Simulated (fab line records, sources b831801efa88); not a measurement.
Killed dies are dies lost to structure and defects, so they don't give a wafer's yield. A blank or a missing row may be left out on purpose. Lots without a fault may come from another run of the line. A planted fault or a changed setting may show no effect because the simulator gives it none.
Tool commonality check | flow gf180mcu | 14 lots, 42 wafers sampled

WHY IT WAS OPENED
At GF_VT_IMPLANT_TW_MEAS_43 the reading VT_IMPLANT_4_TW is flagged on 2 of 14 lots. Wafers without a fault read 692, standard deviation 5.1.
Rule: a lot is flagged when every wafer of it that has a number lies more than 4 standard deviations from that mean, or none has a number. The other lots count as sound.

lot  | measured     | on            | VT_IMPLANT_4_TW, wafer by wafer | flag
L779 | day 7 17:00  | film_metro-04 | 689 685 683                     |
L780 | day 8 00:01  | film_metro-01 | 689 694 692                     |
L781 | day 8 05:08  | film_metro-02 | 698 697 699                     |
L785 | day 9 14:01  | film_metro-01 | 687 690 685                     |
L787 | day 9 23:24  | film_metro-01 | 687 689 686                     |
L788 | day 10 12:10 | film_metro-04 | 684 689 684                     |
L789 | day 10 15:29 | film_metro-01 | 688 688 687                     |
L791 | day 11 02:11 | film_metro-04 | 685 686 690                     |
L794 | day 11 21:28 | film_metro-04 | 620 622 620                     | FLAGGED
L796 | day 12 09:43 | film_metro-02 | 697 698 698                     |
L798 | day 13 00:56 | film_metro-02 | 635 634 637                     | FLAGGED
L799 | day 13 05:48 | film_metro-01 | 695 693 696                     |
L800 | day 13 10:20 | film_metro-01 | 691 691 694                     |
L801 | day 13 19:05 | film_metro-01 | 697 694 694                     |
The numbers of the flagged lots are 628 on average: -64 against the usual, or -13 standard deviations.

WHICH TOOL RAN EACH LOT
The record holds 1 process step before the reading, out of a route of 602 steps. In each cell: the tool, then ch and the chambers that the sampled wafers went through, then the start.
lot  | flag    | GF_VT_IMPLANT_IMPLANT_41
L779 |         | implanter-03 ch 0, day 7 16:45
L780 |         | implanter-01 ch 0, day 7 23:47
L781 |         | implanter-04 ch 0, day 8 04:56
L785 |         | implanter-04 ch 0, day 9 13:48
L787 |         | implanter-04 ch 0, day 9 23:09
L788 |         | implanter-03 ch 0, day 10 11:55
L789 |         | implanter-03 ch 0, day 10 15:16
L791 |         | implanter-04 ch 0, day 11 01:56
L794 | FLAGGED | implanter-03 ch 0, day 11 21:15
L796 |         | implanter-01 ch 0, day 12 09:28
L798 | FLAGGED | implanter-03 ch 0, day 13 00:43
L799 |         | implanter-01 ch 0, day 13 05:33
L800 |         | implanter-04 ch 0, day 13 10:07
L801 |         | implanter-01 ch 0, day 13 18:52
What these steps do:
- GF_VT_IMPLANT_IMPLANT_41
- GF_VT_IMPLANT_TW_MEAS_43

FLAGGED OVER TOTAL, TOOL BY TOOL (the gauges that took the reading come last)
step                     | tool          | lots run | flagged | share of the flagged lots | sound lots run after its first flagged lot
GF_VT_IMPLANT_IMPLANT_41 | implanter-01  | 4        | 0       | none                      | -
GF_VT_IMPLANT_IMPLANT_41 | implanter-03  | 5        | 2       | all                       | 0
GF_VT_IMPLANT_IMPLANT_41 | implanter-04  | 5        | 0       | none                      | -
GF_VT_IMPLANT_TW_MEAS_43 | film_metro-01 | 7        | 0       | none                      | -
GF_VT_IMPLANT_TW_MEAS_43 | film_metro-02 | 3        | 1       | some                      | 0
GF_VT_IMPLANT_TW_MEAS_43 | film_metro-04 | 4        | 1       | some                      | 0

WHAT THE TABLE ALLOWS
1 row of the table ran every flagged lot: implanter-03 at GF_VT_IMPLANT_IMPLANT_41.
- implanter-03 at GF_VT_IMPLANT_IMPLANT_41: 2 of its 5 lots flagged. Its last sound lot is L789 (day 10 15:16), its first flagged lot L794 (day 11 21:15): a fault that began between those two fits.
One tool is left: implanter-03 at GF_VT_IMPLANT_IMPLANT_41.

WHAT THE SIMULATOR HAD PUT IN
Process parameter drift: implanter-03, from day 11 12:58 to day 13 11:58, at GF_VT_IMPLANT_IMPLANT_41. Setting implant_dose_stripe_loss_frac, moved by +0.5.
Lots struck among those shown: L794, L798. The rule above found the same.
